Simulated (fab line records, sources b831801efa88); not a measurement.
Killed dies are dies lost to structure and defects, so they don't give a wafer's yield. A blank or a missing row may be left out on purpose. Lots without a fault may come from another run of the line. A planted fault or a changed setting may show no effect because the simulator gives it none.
Which tool did it? | flow sky130 | 10 lots, 30 wafers sampled, at 3 steps of a route of 708

WHAT THE GAUGES READ, wafer by wafer
SKY_CAP2M_RS_MEAS_03: measures by four-point-probe.
lot  | measured     | on            | CAP2M_TIN_RS (ohm/sq)
L703 | day 39 10:55 | film_metro-02 | 7.03 7.03 6.91
L704 | day 39 17:32 | film_metro-01 | 6.90 7.00 6.93
L705 | day 39 22:35 | film_metro-04 | 6.93 7.08 7.13
L707 | day 40 14:00 | film_metro-04 | 6.91 6.94 6.91
L708 | day 41 03:53 | film_metro-02 | 6.99 6.99 6.91
L709 | day 41 05:37 | film_metro-01 | 6.89 7.02 7.02
L712 | day 42 09:23 | film_metro-01 | 7.03 6.91 6.92
L723 | day 46 08:19 | film_metro-04 | 6.88 6.92 9.78
L724 | day 46 09:30 | film_metro-04 | 7.08 6.88 6.95
L722 | day 46 11:58 | film_metro-01 | 9.83 9.75 9.73

WHICH TOOL RAN EACH LOT (tool, then ch and the chambers of the sampled wafers, then the start)
lot  | SKY_METAL3_ETCH_16                | SKY_CAP2M_SPUTTER_02
L703 | rie_metal-03 ch 0,1, day 38 06:43 | pvd_sputter-03, day 39 10:46
L704 | rie_metal-03 ch 0,1, day 38 13:09 | pvd_sputter-02, day 39 17:23
L705 | rie_metal-02 ch 0, day 38 17:53   | pvd_sputter-02, day 39 22:28
L707 | rie_metal-02 ch 0,1, day 39 09:58 | pvd_sputter-03, day 40 13:53
L708 | rie_metal-04 ch 0,1, day 39 23:49 | pvd_sputter-02, day 41 03:46
L709 | rie_metal-03 ch 0,1, day 40 01:34 | pvd_sputter-03, day 41 05:30
L712 | rie_metal-02 ch 0,1, day 41 06:19 | pvd_sputter-02, day 42 09:17
L723 | rie_metal-03 ch 0,1, day 45 07:53 | pvd_sputter-02, day 46 08:10
L724 | rie_metal-02 ch 0,1, day 45 10:11 | pvd_sputter-03, day 46 09:23
L722 | rie_metal-03 ch 0,1, day 45 12:13 | pvd_sputter-02, day 46 11:50
- SKY_METAL3_ETCH_16: etches BARC in N2/H2, stops on SiO2, time 88.2 s, target depth 60 nm.
- SKY_CAP2M_SPUTTER_02: material TiN, target thk 200 nm, time 166.7 s.

THE ANSWER, worked out from the rows above alone
Rule: what is usual is taken from the lots themselves. Put in order of their means at a reading, lots are off if they are a third of the lots or fewer, leave a main group of 4 or more, and stand apart from it by a gap of 3 or more times the standard deviation of the main group's means; of several such gaps the widest counts. A main group whose means are all the same, to the digits that the tables above print for the reading, isn't used. A lot without any number at a reading at which 4 lots or more have one is off too. The other lots that the step has rows for count as sound.
Off: L723, L722, at SKY_CAP2M_RS_MEAS_03 (CAP2M_TIN_RS). The main group: mean 6.97 ohm/sq, standard deviation 0.035.
A tool fits if, at a process step before that reading, it ran every lot that is off, and no sound lot after the first of them. The gauges at SKY_CAP2M_RS_MEAS_03 are tried like those tools. Can't be told from this: 2 tools fit, rie_metal-03 at SKY_METAL3_ETCH_16, pvd_sputter-02 at SKY_CAP2M_SPUTTER_02.

WHAT THE SIMULATOR HAD PUT IN
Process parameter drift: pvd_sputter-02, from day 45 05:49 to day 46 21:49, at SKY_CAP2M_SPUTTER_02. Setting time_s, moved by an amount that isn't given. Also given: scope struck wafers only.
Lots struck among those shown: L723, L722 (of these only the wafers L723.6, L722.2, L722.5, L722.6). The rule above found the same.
